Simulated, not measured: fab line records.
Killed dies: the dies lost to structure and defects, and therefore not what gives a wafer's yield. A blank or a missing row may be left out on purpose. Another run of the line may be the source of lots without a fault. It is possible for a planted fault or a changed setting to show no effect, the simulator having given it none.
fab line records + flow sky130
[record]
- lots = 5
- wafers = 23
route steps=708 shown METAL5@677 PASSIVATION@687
start_h: the number of hours between the record's first day and the start of the first shown wafer of the lot + wait_h: how many hours have passed since the lot's step before this one + " as in the row above + L1.1+2: a row that stands for several wafers + - either no value or no given start + * or withheld: withheld + < > ~ a bound
route shown NAME@n: names a module that has steps shown in the file, with the first one's number in the route + usual: the fault-free wafers' mean and standard deviation + same: alike in all rows + chamber/n: place in a boat + sites: the reading at each site + _std_site: standard deviation across them + _edge_site: outer sites' mean less inner sites' + radius_mm: how far each site lies from the wafer's centre + mask NAME#n: copy n + behind: the most recent tool/chamber to have shaped the wafer + hold: reason for holding the lot/hours on hold/outcome of the hold + device: whichever transistor did not switch (one of n, p or np) + end of line: at the end of the route, the tests of the same wafers + a step without rows: its recipe alone + killed: dies lost to structure and defects at the first sort, not the wafer's yield + map: the dies of a wafer, with x for killed, . for not killed, _ for no die there
set.NAME: setting as actually run; set.NAME@STEP: the setting as run at that earlier step + model.NAME: the simulator's own value behind a step, which no gauge read
lots whose settings were changed on purpose; a table a step, a row a wafer
[[steps]]
[step SKY_METAL5_STRIP_16]
[recipe]
- chemistry = O2/N2
- power_w = 1400
- pressure_mtorr = 1500
- platen_temp_c = withheld
- o2_flow_sccm = 3000
- n2_flow_sccm = 300
- overash_fraction = 0.5
[usual]
- oes_product_au = 0.711/0.0041
- strip_time_to_endpoint_s = 12.99/0.15
| lot.wafer | tool            | chamber | start_h | wait_h | set.power_w | set.time_s@METAL5_METAL_ETCH_15 | oes_product_au | strip_time_to_endpoint_s |
|-----------|-----------------|---------|---------|--------|-------------|---------------------------------|----------------|--------------------------|
| L074.1    | plasma_asher-03 | 1       | 1049.03 | 0.4    | 1400        | 252                             | 0.713          | 12.79                    |
| L074.2    | "               | 0       | "       | "      | 1400        | 282.8                           | 0.713          | 11.89                    |
| L074.4    | "               | 1       | "       | "      | 1451        | 252                             | 0.728          | 12.45                    |
| L074.5    | "               | 0       | "       | "      | 1400        | 282.8                           | 0.712          | 11.84                    |
| L074.6    | "               | 1       | "       | "      | 1451        | 282.8                           | 0.718          | 11.46                    |
| L078.1    | plasma_asher-02 | 0       | 1069.56 | 0.2    | 1400        | 218.4                           | 0.710          | 14.10                    |
| L078.2    | "               | 1       | "       | "      | 1400        | 218.4                           | 0.707          | 14.03                    |
| L078.3    | "               | 1       | "       | "      | 1324        | 218.4                           | 0.695          | 14.64                    |
| L078.5    | "               | 0       | "       | "      | 1324        | 252                             | 0.692          | 13.43                    |
| L078.6    | "               | 1       | "       | "      | 1324        | 252                             | 0.689          | 13.50                    |
| L080.1    | plasma_asher-03 | 1       | 1083.50 | 0.2    | 1400        | 252                             | 0.713          | 13.01                    |
| L080.3    | "               | 1       | "       | "      | 1400        | 252                             | 0.706          | 13.18                    |
| L080.6    | "               | 0       | "       | "      | 1400        | 252                             | 0.713          | 13.06                    |
| L082.1    | plasma_asher-04 | 1       | 1084.61 | 0.2    | 1295        | 273.6                           | 0.691          | 13.25                    |
| L082.3    | "               | 0       | "       | "      | 1295        | 252                             | 0.684          | 14.04                    |
| L082.4    | "               | 1       | "       | "      | 1295        | 273.6                           | 0.674          | 13.26                    |
| L082.5    | "               | 1       | "       | "      | 1400        | 252                             | 0.711          | 13.11                    |
| L082.6    | "               | 0       | "       | "      | 1400        | 273.6                           | 0.708          | 12.60                    |
| L085.1    | plasma_asher-02 | 0       | 1096.56 | 0.2    | 1400        | 234.9                           | 0.710          | 13.73                    |
| L085.2    | "               | 1       | "       | "      | 1400        | 252                             | 0.716          | 12.95                    |
| L085.4    | "               | 0       | "       | "      | 1400        | 252                             | 0.708          | 12.86                    |
| L085.5    | "               | 0       | "       | "      | 1400        | 252                             | 0.713          | 12.88                    |
| L085.6    | "               | 1       | "       | "      | 1400        | 234.9                           | 0.715          | 13.68                    |
[step SKY_PASSIVATION_COAT_06]
[recipe]
- spin_rpm = 2000
- resist_thk_nm = 3000
| lot.wafer | tool           | chamber | start_h | wait_h | set.spin_rpm | model.coat_of_PASSIVATION_COAT_06.thk_nm |
|-----------|----------------|---------|---------|--------|--------------|------------------------------------------|
| L074.1+6  | litho_track-02 | 0       | 1061.08 | 0.1    | 2000         | 2996                                     |
| L074.2    | "              | 0       | "       | "      | 2000         | 2987                                     |
| L074.4    | "              | 0       | "       | "      | 2000         | 3007                                     |
| L074.5    | "              | 0       | "       | "      | 2000         | 2994                                     |
| L078.1    | litho_track-04 | 0       | 1081.61 | 0.1    | 2000         | 2999                                     |
| L078.2    | "              | 0       | "       | "      | 1877         | 3110                                     |
| L078.3    | "              | 0       | "       | "      | 2000         | 3000                                     |
| L078.5    | "              | 0       | "       | "      | 1877         | 3097                                     |
| L078.6    | "              | 0       | "       | "      | 1877         | 3095                                     |
| L080.1+3  | litho_track-01 | 0       | 1093.74 | 0.1    | 2000         | 2996                                     |
| L080.6    | "              | 0       | "       | "      | 2000         | 3002                                     |
| L082.1    | litho_track-04 | 0       | 1095.16 | 0.1    | 2000         | 3010                                     |
| L082.3+6  | "              | 0       | "       | "      | 2000         | 2999                                     |
| L082.4    | "              | 0       | "       | "      | 2000         | 3001                                     |
| L082.5    | "              | 0       | "       | "      | 2000         | 2991                                     |
| L085.1    | litho_track-01 | 0       | 1106.29 | 0.1    | 2041         | 2969                                     |
| L085.2+4  | "              | 0       | "       | "      | 2000         | 3001                                     |
| L085.5    | "              | 0       | "       | "      | 2041         | 2976                                     |
| L085.6    | "              | 0       | "       | "      | 2000         | 2990                                     |
[step SKY_PASSIVATION_SOFTBAKE_07]
[recipe]
- temp_c = 110
- time_s = withheld
[step SKY_PASSIVATION_EXPOSE_08]
[recipe]
- mask_id = NSM
- target_cd_nm = 3000
- na = 0.57
- dose_mj = 260
[step SKY_PASSIVATION_DEVELOP_10]
[recipe]
- develop_time_s = 60
- dev_temp_c = 23
[step SKY_PASSIVATION_ETCH_11]
[recipe]
- chemistry = CF4/O2
- target_depth_nm = 725
- stop_on = AlCu
- source_w = 800
- bias_w = 150
- pressure_mtorr = 150
- cf4_flow_sccm = 80
- O2_flow_sccm = 10
- time_s = 161.1
[step SKY_PASSIVATION_STRIP_12]
[recipe]
- chemistry = O2/N2
- power_w = 1400
- pressure_mtorr = 1500
- platen_temp_c = withheld
- overash_fraction = 0.7
- o2_flow_sccm = 3000
- n2_flow_sccm = 300
[usual]
- strip_time_to_endpoint_s = 31.48/0.1
| lot.wafer | tool            | chamber | start_h | wait_h | set.spin_rpm@PASSIVATION_COAT_06 | strip_time_to_endpoint_s |
|-----------|-----------------|---------|---------|--------|----------------------------------|--------------------------|
| L074.1    | plasma_asher-01 | 0       | 1071.16 | 0.1    | 2000                             | 31.51                    |
| L074.2    | "               | 1       | "       | "      | 2000                             | 31.36                    |
| L074.4    | "               | 1       | "       | "      | 2000                             | 31.47                    |
| L074.5    | "               | 1       | "       | "      | 2000                             | 31.44                    |
| L074.6    | "               | 0       | "       | "      | 2000                             | 31.60                    |
| L078.1    | plasma_asher-04 | 1       | 1091.70 | 0.1    | 2000                             | 31.49                    |
| L078.2    | "               | 0       | "       | "      | 1877                             | 32.77                    |
| L078.3    | "               | 0       | "       | "      | 2000                             | 31.33                    |
| L078.5    | "               | 0       | "       | "      | 1877                             | 32.42                    |
| L078.6    | "               | 1       | "       | "      | 1877                             | 32.60                    |
| L080.1    | plasma_asher-01 | 0       | 1103.10 | 0.1    | 2000                             | 31.48                    |
| L080.3    | "               | 1       | "       | "      | 2000                             | 31.27                    |
| L080.6    | "               | 0       | "       | "      | 2000                             | 31.60                    |
| L082.1    | plasma_asher-04 | 1       | 1104.35 | 0.1    | 2000                             | 31.67                    |
| L082.3    | "               | 0       | "       | "      | 2000                             | 31.55                    |
| L082.4    | "               | 1       | "       | "      | 2000                             | 31.59                    |
| L082.5    | "               | 1       | "       | "      | 2000                             | 31.39                    |
| L082.6    | "               | 0       | "       | "      | 2000                             | 31.41                    |
| L085.1    | plasma_asher-01 | 0       | 1117.35 | 0.1    | 2041                             | 31.19                    |
| L085.2    | "               | 1       | "       | "      | 2000                             | 31.49                    |
| L085.4    | "               | 1       | "       | "      | 2000                             | 31.57                    |
| L085.5    | "               | 1       | "       | "      | 2041                             | 31.14                    |
| L085.6    | "               | 0       | "       | "      | 2000                             | 31.41                    |
[[key]]
[split]
- step = SKY_METAL5_STRIP_16
- setting = power_w
- stated = 1400
- by = wafer
[response]
- step = SKY_METAL5_STRIP_16
- reading = oes_product_au
- change = +0.00327
- per = 1%
- r = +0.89
[response]
- step = SKY_METAL5_STRIP_16
- reading = strip_time_to_endpoint_s
- slope = *
- per = 1%
- together_with = time_s@METAL5_METAL_ETCH_15
- explained = 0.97
[split]
- step = SKY_PASSIVATION_COAT_06
- setting = spin_rpm
- stated = 2000
- by = wafer
[response]
- step = SKY_PASSIVATION_COAT_06
- reading = model.coat_of_PASSIVATION_COAT_06.thk_nm
- change = -16
- per = 1%
- r = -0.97
[response]
- step = SKY_PASSIVATION_STRIP_12
- reading = strip_time_to_endpoint_s
- change = *
- per = 1%
- r = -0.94
split outside_this_file step=SKY_METAL5_METAL_ETCH_15 setting=time_s
// split outside_this_file: this setting was split too, and the file shows its column; the key of that split is in another file
